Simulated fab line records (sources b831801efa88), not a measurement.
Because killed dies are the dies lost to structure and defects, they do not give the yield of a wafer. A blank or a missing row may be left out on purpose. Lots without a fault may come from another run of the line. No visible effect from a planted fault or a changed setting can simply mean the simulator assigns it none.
Code-filled problem report in 8D (eight disciplines) form    flow sky130    the parts of the form that need people (team, actions taken, sign-off) are left out

== 1. THE PROBLEM ==
cd-nm at SKY_POLY_GATE_CD_MEAS_13 reads a mean of 116.9 nm on 4 wafers of 3 lots; wafers without a fault read 149.9 nm with a standard deviation of 1.1. Relative to the usual mean, that is a shift of -30 standard deviations.
The step: target cd 150 nm.
The first sign was on wafer L164.1 at day 22 00:02, on cd-sem-01. Wafers with a number at this step in the record: 36, from 13 lots. Rule for "out" (also "out of limits"): further than 4 standard deviations from the usual mean. Any other wafer with a number is counted as sound.

== 2. WHAT IT IS AND WHAT IT IS NOT ==
question                     is                              is not
which readings at this step  cd-nm                           -
which lots                   L164, L165, L167                L149, L152, L153, L154, L155, L156, L157, L158, L170, L172
which wafers of those lots   L164.1, L164.6, L165.1, L167.1  L165.5, L167.5
read on which gauges         cd-sem-01                       cd-sem-02
when                         from day 22 00:02               up to then (24 sound wafers); but 8 sound wafers of L165, L167, L170, L172 came after

== 3. THE SUSPECTS, EACH WITH WHAT RULES IT OUT ==
Counting: any tool at a process step up to the reading remains a suspect provided it ran every lot that is out. Sound lots after the first of them don't rule it out here, since some wafers of a struck lot are sound.
- the gauge at SKY_POLY_GATE_CD_MEAS_13 is ruled out. All the wafers that are out were read on cd-sem-01, but those of them that SKY_PAD_OPEN_PROBE_99 has rows for are out there too, on other tools.
- krf-scanner-01 at SKY_POLY_GATE_EXPOSE_10 (exposes mask P1M, target cd 150 nm): kept. It processed each lot that is out (first: L164, day 21 08:48); up to then, its last sound lot is L158 (day 19 03:05).
The count leaves krf-scanner-01 at SKY_POLY_GATE_EXPOSE_10.

== 4. THE CAUSE (what the simulator had put in) ==
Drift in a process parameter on krf-scanner-01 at SKY_POLY_GATE_EXPOSE_10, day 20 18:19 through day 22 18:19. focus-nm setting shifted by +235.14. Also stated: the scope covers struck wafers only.
After counting, this tool was the only one left.

== 5. SEQUENCE OF EFFECTS, ordered by route ==
Each row: a reading where the mean over the struck wafers with a number is more than 3 standard deviations away from the usual. Only readings whose record carries a usual standard deviation are examined. hours: median over the lots of the time between each lot's start at the first step of this table that gives one and its start at this step. sigmas: the change, counted in usual standard deviations.
hours  step                      reading              usual     on struck wafers  change  sigmas
0      SKY_POLY_GATE_CD_MEAS_13  cd-nm                149.9 nm  116.9             -33.0   -30
655    SKY_PAD_OPEN_PROBE_99     killed-at-front-end  15        390               +375    +82
655    SKY_PAD_OPEN_PROBE_99     killed-dies          85        454               +369    +37
655    SKY_PAD_OPEN_PROBE_99     killed-on-rim        17        73                +56     +14
It contains these process steps:
- SKY_PAD_OPEN_PROBE_99

== 6. HOW IT WOULD HAVE BEEN CAUGHT EARLIER ==
Counted from the fault's start at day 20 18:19, it took 30 hours until the first out-of-limits reading at a measuring or inspecting step in this record, taken at day 22 00:02.
Lots out: 3; of these, L167 started SKY_POLY_GATE_EXPOSE_10 on krf-scanner-01 after day 22 00:02. Had the tool been put on hold then, it would have been spared.
